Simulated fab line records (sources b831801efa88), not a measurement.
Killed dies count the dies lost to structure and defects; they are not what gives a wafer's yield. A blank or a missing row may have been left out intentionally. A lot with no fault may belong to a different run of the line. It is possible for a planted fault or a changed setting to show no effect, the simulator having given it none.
Which tool did it? || flow gf180mcu || Sampling: 24 lots, 72 wafers, 4 of 602 route steps

## WHAT THE GAUGES SHOWED, per wafer
GF_V5_OVL_MEAS_15.
{"lot": "L074", "measured": "day 27 04:22", "on": "overlay-01", "V5_OVL (nm)": "7 10 9"}
{"lot": "L075", "measured": "day 27 13:33", "on": "overlay-01", "V5_OVL (nm)": "-2 0 1"}
{"lot": "L076", "measured": "day 27 20:08", "on": "overlay-02", "V5_OVL (nm)": "-5 -7 -4"}
{"lot": "L077", "measured": "day 28 02:44", "on": "overlay-02", "V5_OVL (nm)": "13 14 7"}
{"lot": "L078", "measured": "day 28 09:49", "on": "overlay-02", "V5_OVL (nm)": "1 5 6"}
{"lot": "L079", "measured": "day 28 10:14", "on": "overlay-01", "V5_OVL (nm)": "-3 -2 -7"}
{"lot": "L080", "measured": "day 28 20:32", "on": "overlay-02", "V5_OVL (nm)": "8 11 11"}
{"lot": "L081", "measured": "day 29 03:16", "on": "overlay-02", "V5_OVL (nm)": "11 8 13"}
{"lot": "L082", "measured": "day 29 11:50", "on": "overlay-01", "V5_OVL (nm)": "0 -3 -1"}
{"lot": "L083", "measured": "day 29 23:31", "on": "overlay-02", "V5_OVL (nm)": "-1 -2 1"}
{"lot": "L084", "measured": "day 30 06:31", "on": "overlay-01", "V5_OVL (nm)": "4 5 3"}
{"lot": "L085", "measured": "day 30 12:36", "on": "overlay-02", "V5_OVL (nm)": "-15 -10 -7"}
{"lot": "L086", "measured": "day 30 22:34", "on": "overlay-01", "V5_OVL (nm)": "2 8 2"}
{"lot": "L087", "measured": "day 31 02:54", "on": "overlay-02", "V5_OVL (nm)": "-5 -7 -8"}
{"lot": "L088", "measured": "day 31 04:50", "on": "overlay-02", "V5_OVL (nm)": "0 0 1"}
{"lot": "L089", "measured": "day 31 13:11", "on": "overlay-02", "V5_OVL (nm)": "11 8 12"}
{"lot": "L090", "measured": "day 31 23:02", "on": "overlay-02", "V5_OVL (nm)": "11 6 8"}
{"lot": "L091", "measured": "day 32 01:14", "on": "overlay-02", "V5_OVL (nm)": "-4 0 -5"}
{"lot": "L092", "measured": "day 32 06:25", "on": "overlay-01", "V5_OVL (nm)": "-5 2 -6"}
{"lot": "L093", "measured": "day 32 11:16", "on": "overlay-02", "V5_OVL (nm)": "-6 0 -6"}
{"lot": "L094", "measured": "day 32 23:04", "on": "overlay-02", "V5_OVL (nm)": "5 0 2"}
{"lot": "L095", "measured": "day 33 13:43", "on": "overlay-01", "V5_OVL (nm)": "12 5 8"}
{"lot": "L096", "measured": "day 33 15:31", "on": "overlay-02", "V5_OVL (nm)": "-6 -9 -3"}
{"lot": "L097", "measured": "day 34 00:16", "on": "overlay-01", "V5_OVL (nm)": "4 6 9"}

## TOOL THAT RAN EACH LOT (tool first, then ch and the chambers of the sampled wafers, then the start)
{"lot": "L074", "GF_V3_SPUTTER_21": "pvd-sputter-02, day 22 09:08", "GF_V4_SPUTTER_22": "pvd-sputter-04, day 24 09:22", "GF_MIM_STRIP_20": "plasma-asher-04 ch 0,1, day 25 08:02"}
{"lot": "L075", "GF_V3_SPUTTER_21": "pvd-sputter-03, day 22 19:56", "GF_V4_SPUTTER_22": "pvd-sputter-03, day 24 19:35", "GF_MIM_STRIP_20": "plasma-asher-02 ch 0,1, day 25 17:52"}
{"lot": "L076", "GF_V3_SPUTTER_21": "pvd-sputter-03, day 23 02:53", "GF_V4_SPUTTER_22": "pvd-sputter-04, day 25 02:26", "GF_MIM_STRIP_20": "plasma-asher-02 ch 0,1, day 26 00:44"}
{"lot": "L077", "GF_V3_SPUTTER_21": "pvd-sputter-03, day 23 11:30", "GF_V4_SPUTTER_22": "pvd-sputter-03, day 25 10:34", "GF_MIM_STRIP_20": "plasma-asher-02 ch 0,1, day 26 07:57"}
{"lot": "L078", "GF_V3_SPUTTER_21": "pvd-sputter-03, day 23 17:32", "GF_V4_SPUTTER_22": "pvd-sputter-03, day 25 16:11", "GF_MIM_STRIP_20": "plasma-asher-04 ch 0,1, day 26 15:03"}
{"lot": "L079", "GF_V3_SPUTTER_21": "pvd-sputter-03, day 23 20:29", "GF_V4_SPUTTER_22": "pvd-sputter-03, day 25 17:35", "GF_MIM_STRIP_20": "plasma-asher-02 ch 0,1, day 26 15:41"}
{"lot": "L080", "GF_V3_SPUTTER_21": "pvd-sputter-03, day 24 08:38", "GF_V4_SPUTTER_22": "pvd-sputter-01, day 26 05:52", "GF_MIM_STRIP_20": "plasma-asher-01 ch 0,1, day 27 03:32"}
{"lot": "L081", "GF_V3_SPUTTER_21": "pvd-sputter-01, day 24 15:51", "GF_V4_SPUTTER_22": "pvd-sputter-03, day 26 13:29", "GF_MIM_STRIP_20": "plasma-asher-04 ch 0,1, day 27 10:16"}
{"lot": "L082", "GF_V3_SPUTTER_21": "pvd-sputter-03, day 25 00:58", "GF_V4_SPUTTER_22": "pvd-sputter-03, day 26 22:40", "GF_MIM_STRIP_20": "plasma-asher-02 ch 0, day 27 19:43"}
{"lot": "L083", "GF_V3_SPUTTER_21": "pvd-sputter-03, day 25 14:56", "GF_V4_SPUTTER_22": "pvd-sputter-01, day 27 10:47", "GF_MIM_STRIP_20": "plasma-asher-01 ch 0,1, day 28 07:32"}
{"lot": "L084", "GF_V3_SPUTTER_21": "pvd-sputter-02, day 25 21:32", "GF_V4_SPUTTER_22": "pvd-sputter-03, day 27 18:06", "GF_MIM_STRIP_20": "plasma-asher-02 ch 0, day 28 14:48"}
{"lot": "L085", "GF_V3_SPUTTER_21": "pvd-sputter-02, day 26 04:23", "GF_V4_SPUTTER_22": "pvd-sputter-01, day 28 01:05", "GF_MIM_STRIP_20": "plasma-asher-02 ch 0,1, day 28 21:47"}
{"lot": "L086", "GF_V3_SPUTTER_21": "pvd-sputter-03, day 26 15:45", "GF_V4_SPUTTER_22": "pvd-sputter-04, day 28 11:28", "GF_MIM_STRIP_20": "plasma-asher-01 ch 0,1, day 29 07:36"}
{"lot": "L087", "GF_V3_SPUTTER_21": "pvd-sputter-03, day 26 21:16", "GF_V4_SPUTTER_22": "pvd-sputter-03, day 28 16:47", "GF_MIM_STRIP_20": "plasma-asher-04 ch 0,1, day 29 13:04"}
{"lot": "L088", "GF_V3_SPUTTER_21": "pvd-sputter-03, day 27 00:21", "GF_V4_SPUTTER_22": "pvd-sputter-03, day 28 18:59", "GF_MIM_STRIP_20": "plasma-asher-02 ch 0,1, day 29 14:41"}
{"lot": "L089", "GF_V3_SPUTTER_21": "pvd-sputter-03, day 27 09:44", "GF_V4_SPUTTER_22": "pvd-sputter-04, day 29 03:22", "GF_MIM_STRIP_20": "plasma-asher-04 ch 0,1, day 29 23:35"}
{"lot": "L090", "GF_V3_SPUTTER_21": "pvd-sputter-03, day 27 21:06", "GF_V4_SPUTTER_22": "pvd-sputter-01, day 29 15:05", "GF_MIM_STRIP_20": "plasma-asher-02 ch 0,1, day 30 10:35"}
{"lot": "L091", "GF_V3_SPUTTER_21": "pvd-sputter-02, day 27 22:35", "GF_V4_SPUTTER_22": "pvd-sputter-04, day 29 16:49", "GF_MIM_STRIP_20": "plasma-asher-04 ch 0,1, day 30 12:11"}
{"lot": "L092", "GF_V3_SPUTTER_21": "pvd-sputter-01, day 28 06:08", "GF_V4_SPUTTER_22": "pvd-sputter-03, day 29 22:44", "GF_MIM_STRIP_20": "plasma-asher-01 ch 0,1, day 30 18:05"}
{"lot": "L093", "GF_V3_SPUTTER_21": "pvd-sputter-01, day 28 13:00", "GF_V4_SPUTTER_22": "pvd-sputter-04, day 30 05:58", "GF_MIM_STRIP_20": "plasma-asher-04 ch 0,1, day 30 23:50"}
{"lot": "L094", "GF_V3_SPUTTER_21": "pvd-sputter-01, day 29 00:44", "GF_V4_SPUTTER_22": "pvd-sputter-03, day 30 16:58", "GF_MIM_STRIP_20": "plasma-asher-04 ch 0,1, day 31 11:13"}
{"lot": "L095", "GF_V3_SPUTTER_21": "pvd-sputter-03, day 29 19:10", "GF_V4_SPUTTER_22": "pvd-sputter-01, day 31 10:14", "GF_MIM_STRIP_20": "plasma-asher-01 ch 0,1, day 32 04:29"}
{"lot": "L096", "GF_V3_SPUTTER_21": "pvd-sputter-01, day 29 19:53", "GF_V4_SPUTTER_22": "pvd-sputter-04, day 31 10:50", "GF_MIM_STRIP_20": "plasma-asher-01 ch 0,1, day 32 05:20"}
{"lot": "L097", "GF_V3_SPUTTER_21": "pvd-sputter-03, day 30 07:42", "GF_V4_SPUTTER_22": "pvd-sputter-04, day 31 21:21", "GF_MIM_STRIP_20": "plasma-asher-04 ch 0,1, day 32 14:50"}
- GF_V3_SPUTTER_21: material Ti, target thk 15 nm, time 80.02 s.
- GF_V4_SPUTTER_22: material TiN, target thk 10 nm, time 40 s.
- GF_MIM_STRIP_20: strips in O2/N2.

## AS READ BY THE TOOLS THEMSELVES (means over the sampled wafers that have a number; for cases with no such wafer, the mark the record gives instead)
GF_V3_SPUTTER_21.
{"lot": "L074", "tool": "pvd-sputter-02", "cathode-dc-power-W (W)": 2500.2, "throttle-valve-pct (%)": 32.5}
{"lot": "L075", "tool": "pvd-sputter-03", "cathode-dc-power-W (W)": 2500.0, "throttle-valve-pct (%)": 30.8}
{"lot": "L076", "tool": "pvd-sputter-03", "cathode-dc-power-W (W)": 2499.4, "throttle-valve-pct (%)": 29.9}
{"lot": "L077", "tool": "pvd-sputter-03", "cathode-dc-power-W (W)": 2499.7, "throttle-valve-pct (%)": 30.5}
{"lot": "L078", "tool": "pvd-sputter-03", "cathode-dc-power-W (W)": 2499.5, "throttle-valve-pct (%)": 29.9}
{"lot": "L079", "tool": "pvd-sputter-03", "cathode-dc-power-W (W)": 2499.9, "throttle-valve-pct (%)": 30.8}
{"lot": "L080", "tool": "pvd-sputter-03", "cathode-dc-power-W (W)": 2500.2, "throttle-valve-pct (%)": 30.7}
{"lot": "L081", "tool": "pvd-sputter-01", "cathode-dc-power-W (W)": 2500.1, "throttle-valve-pct (%)": 29.5}
{"lot": "L082", "tool": "pvd-sputter-03", "cathode-dc-power-W (W)": 2499.9, "throttle-valve-pct (%)": 30.3}
{"lot": "L083", "tool": "pvd-sputter-03", "cathode-dc-power-W (W)": 2500.3, "throttle-valve-pct (%)": 31.5}
{"lot": "L084", "tool": "pvd-sputter-02", "cathode-dc-power-W (W)": 2500.2, "throttle-valve-pct (%)": 31.8}
{"lot": "L085", "tool": "pvd-sputter-02", "cathode-dc-power-W (W)": 2499.9, "throttle-valve-pct (%)": 30.6}
{"lot": "L086", "tool": "pvd-sputter-03", "cathode-dc-power-W (W)": 2500.2, "throttle-valve-pct (%)": 29.9}
{"lot": "L087", "tool": "pvd-sputter-03", "cathode-dc-power-W (W)": 2499.8, "throttle-valve-pct (%)": 29.4}
{"lot": "L088", "tool": "pvd-sputter-03", "cathode-dc-power-W (W)": 2500.0, "throttle-valve-pct (%)": 29.6}
{"lot": "L089", "tool": "pvd-sputter-03", "cathode-dc-power-W (W)": 2500.1, "throttle-valve-pct (%)": 29.1}
{"lot": "L090", "tool": "pvd-sputter-03", "cathode-dc-power-W (W)": 2499.5, "throttle-valve-pct (%)": 31.5}
{"lot": "L091", "tool": "pvd-sputter-02", "cathode-dc-power-W (W)": 2500.0, "throttle-valve-pct (%)": 31.2}
{"lot": "L092", "tool": "pvd-sputter-01", "cathode-dc-power-W (W)": 2500.0, "throttle-valve-pct (%)": 29.9}
{"lot": "L093", "tool": "pvd-sputter-01", "cathode-dc-power-W (W)": 2499.8, "throttle-valve-pct (%)": 29.5}
{"lot": "L094", "tool": "pvd-sputter-01", "cathode-dc-power-W (W)": 2500.1, "throttle-valve-pct (%)": 29.4}
{"lot": "L095", "tool": "pvd-sputter-03", "cathode-dc-power-W (W)": 2500.0, "throttle-valve-pct (%)": 30.6}
{"lot": "L096", "tool": "pvd-sputter-01", "cathode-dc-power-W (W)": 2500.0, "throttle-valve-pct (%)": 29.7}
{"lot": "L097", "tool": "pvd-sputter-03", "cathode-dc-power-W (W)": 2499.8, "throttle-valve-pct (%)": 29.8}

GF_V4_SPUTTER_22.
{"lot": "L074", "tool": "pvd-sputter-04", "cathode-dc-power-W (W)": 4000.5, "throttle-valve-pct (%)": 29.4}
{"lot": "L075", "tool": "pvd-sputter-03", "cathode-dc-power-W (W)": 4000.5, "throttle-valve-pct (%)": 30.7}
{"lot": "L076", "tool": "pvd-sputter-04", "cathode-dc-power-W (W)": 3999.2, "throttle-valve-pct (%)": 29.2}
{"lot": "L077", "tool": "pvd-sputter-03", "cathode-dc-power-W (W)": 3999.3, "throttle-valve-pct (%)": 30.8}
{"lot": "L078", "tool": "pvd-sputter-03", "cathode-dc-power-W (W)": 3999.7, "throttle-valve-pct (%)": 30.8}
{"lot": "L079", "tool": "pvd-sputter-03", "cathode-dc-power-W (W)": 4000.7, "throttle-valve-pct (%)": 30.5}
{"lot": "L080", "tool": "pvd-sputter-01", "cathode-dc-power-W (W)": 3999.8, "throttle-valve-pct (%)": 29.2}
{"lot": "L081", "tool": "pvd-sputter-03", "cathode-dc-power-W (W)": 4000.1, "throttle-valve-pct (%)": 30.8}
{"lot": "L082", "tool": "pvd-sputter-03", "cathode-dc-power-W (W)": 3999.4, "throttle-valve-pct (%)": 30.4}
{"lot": "L083", "tool": "pvd-sputter-01", "cathode-dc-power-W (W)": 4000.2, "throttle-valve-pct (%)": 30.5}
{"lot": "L084", "tool": "pvd-sputter-03", "cathode-dc-power-W (W)": 3999.6, "throttle-valve-pct (%)": 29.9}
{"lot": "L085", "tool": "pvd-sputter-01", "cathode-dc-power-W (W)": 3999.8, "throttle-valve-pct (%)": 29.8}
{"lot": "L086", "tool": "pvd-sputter-04", "cathode-dc-power-W (W)": 4000.2, "throttle-valve-pct (%)": 29.2}
{"lot": "L087", "tool": "pvd-sputter-03", "cathode-dc-power-W (W)": 3999.9, "throttle-valve-pct (%)": 29.6}
{"lot": "L088", "tool": "pvd-sputter-03", "cathode-dc-power-W (W)": 4000.3, "throttle-valve-pct (%)": 30.3}
{"lot": "L089", "tool": "pvd-sputter-04", "cathode-dc-power-W (W)": 3999.3, "throttle-valve-pct (%)": 29.1}
{"lot": "L090", "tool": "pvd-sputter-01", "cathode-dc-power-W (W)": 3999.8, "throttle-valve-pct (%)": 30.3}
{"lot": "L091", "tool": "pvd-sputter-04", "cathode-dc-power-W (W)": 3999.9, "throttle-valve-pct (%)": 29.4}
{"lot": "L092", "tool": "pvd-sputter-03", "cathode-dc-power-W (W)": 4000.0, "throttle-valve-pct (%)": 30.4}
{"lot": "L093", "tool": "pvd-sputter-04", "cathode-dc-power-W (W)": 4001.0, "throttle-valve-pct (%)": 29.5}
{"lot": "L094", "tool": "pvd-sputter-03", "cathode-dc-power-W (W)": 4000.5, "throttle-valve-pct (%)": 30.5}
{"lot": "L095", "tool": "pvd-sputter-01", "cathode-dc-power-W (W)": 4000.8, "throttle-valve-pct (%)": 29.6}
{"lot": "L096", "tool": "pvd-sputter-04", "cathode-dc-power-W (W)": 4000.1, "throttle-valve-pct (%)": 29.1}
{"lot": "L097", "tool": "pvd-sputter-04", "cathode-dc-power-W (W)": 4000.7, "throttle-valve-pct (%)": 29.5}

GF_MIM_STRIP_20.
{"lot": "L074", "tool": "plasma-asher-04", "drypump-motor-current-A (A)": 6.0, "heater-power-w (W)": 308, "oes-product-au (a.u.)": 0.691, "strip-time-to-endpoint-s (s)": 11.20}
{"lot": "L075", "tool": "plasma-asher-02", "drypump-motor-current-A (A)": 5.6, "heater-power-w (W)": 367, "oes-product-au (a.u.)": 0.690, "strip-time-to-endpoint-s (s)": 11.24}
{"lot": "L076", "tool": "plasma-asher-02", "drypump-motor-current-A (A)": 5.7, "heater-power-w (W)": 370, "oes-product-au (a.u.)": 0.699, "strip-time-to-endpoint-s (s)": 11.24}
{"lot": "L077", "tool": "plasma-asher-02", "drypump-motor-current-A (A)": 5.6, "heater-power-w (W)": 368, "oes-product-au (a.u.)": 0.689, "strip-time-to-endpoint-s (s)": 11.20}
{"lot": "L078", "tool": "plasma-asher-04", "drypump-motor-current-A (A)": 5.8, "heater-power-w (W)": 326, "oes-product-au (a.u.)": 0.693, "strip-time-to-endpoint-s (s)": 11.26}
{"lot": "L079", "tool": "plasma-asher-02", "drypump-motor-current-A (A)": 5.7, "heater-power-w (W)": 371, "oes-product-au (a.u.)": 0.684, "strip-time-to-endpoint-s (s)": 11.18}
{"lot": "L080", "tool": "plasma-asher-01", "drypump-motor-current-A (A)": 5.4, "heater-power-w (W)": 316, "oes-product-au (a.u.)": 0.690, "strip-time-to-endpoint-s (s)": 11.17}
{"lot": "L081", "tool": "plasma-asher-04", "drypump-motor-current-A (A)": 5.8, "heater-power-w (W)": 325, "oes-product-au (a.u.)": 0.694, "strip-time-to-endpoint-s (s)": 11.27}
{"lot": "L082", "tool": "plasma-asher-02", "drypump-motor-current-A (A)": 5.8, "heater-power-w (W)": 374, "oes-product-au (a.u.)": 0.693, "strip-time-to-endpoint-s (s)": 11.27}
{"lot": "L083", "tool": "plasma-asher-01", "drypump-motor-current-A (A)": 5.2, "heater-power-w (W)": 327, "oes-product-au (a.u.)": 0.692, "strip-time-to-endpoint-s (s)": 11.23}
{"lot": "L084", "tool": "plasma-asher-02", "drypump-motor-current-A (A)": 5.8, "heater-power-w (W)": 375, "oes-product-au (a.u.)": 0.698, "strip-time-to-endpoint-s (s)": 11.21}
{"lot": "L085", "tool": "plasma-asher-02", "drypump-motor-current-A (A)": 5.6, "heater-power-w (W)": 365, "oes-product-au (a.u.)": 0.688, "strip-time-to-endpoint-s (s)": 11.20}
{"lot": "L086", "tool": "plasma-asher-01", "drypump-motor-current-A (A)": 5.2, "heater-power-w (W)": 327, "oes-product-au (a.u.)": 0.686, "strip-time-to-endpoint-s (s)": 11.19}
{"lot": "L087", "tool": "plasma-asher-04", "drypump-motor-current-A (A)": 5.8, "heater-power-w (W)": 330, "oes-product-au (a.u.)": 0.689, "strip-time-to-endpoint-s (s)": 11.24}
{"lot": "L088", "tool": "plasma-asher-02", "drypump-motor-current-A (A)": 5.6, "heater-power-w (W)": 366, "oes-product-au (a.u.)": 0.694, "strip-time-to-endpoint-s (s)": 11.19}
{"lot": "L089", "tool": "plasma-asher-04", "drypump-motor-current-A (A)": 5.8, "heater-power-w (W)": 337, "oes-product-au (a.u.)": 0.692, "strip-time-to-endpoint-s (s)": 11.24}
{"lot": "L090", "tool": "plasma-asher-02", "drypump-motor-current-A (A)": 5.6, "heater-power-w (W)": 365, "oes-product-au (a.u.)": 0.687, "strip-time-to-endpoint-s (s)": 11.18}
{"lot": "L091", "tool": "plasma-asher-04", "drypump-motor-current-A (A)": 5.8, "heater-power-w (W)": 332, "oes-product-au (a.u.)": 0.688, "strip-time-to-endpoint-s (s)": 11.16}
{"lot": "L092", "tool": "plasma-asher-01", "drypump-motor-current-A (A)": 5.4, "heater-power-w (W)": 316, "oes-product-au (a.u.)": 0.692, "strip-time-to-endpoint-s (s)": 11.25}
{"lot": "L093", "tool": "plasma-asher-04", "drypump-motor-current-A (A)": 6.0, "heater-power-w (W)": 307, "oes-product-au (a.u.)": 0.691, "strip-time-to-endpoint-s (s)": 11.19}
{"lot": "L094", "tool": "plasma-asher-04", "drypump-motor-current-A (A)": 6.0, "heater-power-w (W)": 315, "oes-product-au (a.u.)": 0.700, "strip-time-to-endpoint-s (s)": 11.31}
{"lot": "L095", "tool": "plasma-asher-01", "drypump-motor-current-A (A)": 5.4, "heater-power-w (W)": 316, "oes-product-au (a.u.)": 0.689, "strip-time-to-endpoint-s (s)": 11.18}
{"lot": "L096", "tool": "plasma-asher-01", "drypump-motor-current-A (A)": 5.4, "heater-power-w (W)": 320, "oes-product-au (a.u.)": 0.695, "strip-time-to-endpoint-s (s)": 11.24}
{"lot": "L097", "tool": "plasma-asher-04", "drypump-motor-current-A (A)": 6.0, "heater-power-w (W)": 322, "oes-product-au (a.u.)": 0.691, "strip-time-to-endpoint-s (s)": 11.21}

## THE ANSWER, worked out from the rows above alone
Rule: usual is defined by the lots themselves. Put in order of their means at a reading, lots are off if they are a third of the lots or fewer, leave a main group of 4 or more, and stand apart from it by a gap of 3 or more times the standard deviation of the main group's means; of several such gaps the widest counts. If all means in a main group match to the digits the tables above print for the reading, that group is not used. Also off: a lot with no number at a reading for which 4 or more lots have one. Any other lot the step has rows for is counted as sound. After the gauges, taken in route order, come the tools' own readings; for these a lot's mean is taken, as printed above. The first step at which some lot is off is used, and at that step the reading that is off furthest; a lot without a number counts as furthest.
No lot is off at any reading shown: from this, nothing can be told.

## WHAT THE SIMULATOR HAD INSERTED
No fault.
